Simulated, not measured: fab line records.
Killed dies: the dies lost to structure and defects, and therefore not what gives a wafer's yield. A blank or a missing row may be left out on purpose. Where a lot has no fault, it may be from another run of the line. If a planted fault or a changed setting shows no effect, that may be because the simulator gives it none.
A lot that was struck, set against a sound lot :: flow gf180mcu :: 14 steps out of a route of 602
Sound: these wafers, L572.1, L572.5, L572.6. Wafers struck: L570.1, L570.2, L570.5. At the end, the cause is stated.
Each step with rows lists, per side, the tool, then ch with its chambers, then its first start. Under that, the readings that differ: sound wafers :: struck wafers :: difference of the means :: sigmas: that difference in standard deviations of wafers without a fault.
alike: words and numbers the same on both sides, and readings whose means are apart by under 2 such deviations; not compared: readings that were withheld, readings missing a value for some wafer, numbers with overlapping values and no deviation given by the record, and bounds like >300 which may hide the same value.
The two part at a step that has a row with sigmas, a row that says differs or no value, or rows on one side only. Numbers that don't overlap but have no deviation are shown without sigmas and don't part them. A reading missing from all wafers of one side parts the sides only when that side holds two or more wafers.

GF_TOP_METAL_METAL_ETCH_16: etches the open film in Cl2/BCl3, stops on SiO2, target depth 1077.5 nm, time 179.6 s.
  sound on rie-metal-03 ch 0,1, day 33 02:04; struck on rie-metal-04 ch 0,1, day 32 14:49
  alike: drypump-motor-current-A, oes-product-au, throttle-valve-pct
  not compared: rf-hours-counter-h
GF_TOP_METAL_STRIP_17: strips in O2/N2.
  sound on plasma-asher-03 ch 0,1, day 33 02:15; struck on plasma-asher-02 ch 0,1, day 32 15:00
reading: strip-time-to-endpoint-s (s)
sound: 13.38 13.41 13.43
struck: 13.63 13.65 13.58
difference: +0.21
sigmas: +2
  alike: drypump-motor-current-A, heater-power-w, o2-flow-sccm, oes-product-au, platen-temp-c
  not compared: rf-hours-counter-h
then, 2 steps without rows for these wafers: GF_TOP_METAL_STRIP_18 (strips in post etch residue remover, time 1200 s); GF_TOP_METAL_CLEAN_19 (cleans in DIW).
GF_PASSIVATION_CVD_00: deposits SiO2 from TEOS, target thk 1000 nm, time 111.95 s.
  sound on pecvd-01 ch 0,2, day 33 02:49; struck on pecvd-04 ch 0,1,2, day 32 15:34
  alike: heater-power-w
GF_PASSIVATION_THK_MEAS_01:
  sound: film-metro-03 at day 33 02:53; struck: film-metro-01 at day 32 15:41
  alike: PASSIVATION_CVD_00_THK
GF_PASSIVATION_CVD_02: deposits Si3N4, target thk 700 nm, time 486.18 s.
  sound on pecvd-02 ch 1,2, day 33 02:57; struck on pecvd-02 ch 0,2, day 32 15:44
  alike: heater-power-w
GF_PASSIVATION_THK_MEAS_03:
  sound: film-metro-03 at day 33 03:14; struck: film-metro-01 at day 32 16:02
  alike: PASSIVATION_CVD_02_THK
then, 4 steps without rows for these wafers: GF_PASSIVATION_DEHYDRATE_04 (time 60 s); GF_PASSIVATION_HMDS_05 (prime time 60 s); GF_PASSIVATION_COAT_06 (resist thk 4000 nm); GF_PASSIVATION_SOFTBAKE_07.
GF_PASSIVATION_EXPOSE_08: exposes mask Pad, target cd 40000 nm.
  struck on iline-stepper-01, day 33 00:16; sound on iline-stepper-01 ch 0, day 33 10:52
  no value came back on the struck wafers for exposure-dose-mJ-cm2, focus-offset-nm (nm), na, reticle-temp-C (C); on the sound wafers exposure-dose-mJ-cm2 reads 309.6 310.0 309.3
  alike: mask
then, 1 step without rows for these wafers: GF_PASSIVATION_PEB_09.

WHERE THEY PART
Last at GF_PASSIVATION_EXPOSE_08 as far as this record goes, first at GF_TOP_METAL_STRIP_17.

WHY: what the simulator had put in
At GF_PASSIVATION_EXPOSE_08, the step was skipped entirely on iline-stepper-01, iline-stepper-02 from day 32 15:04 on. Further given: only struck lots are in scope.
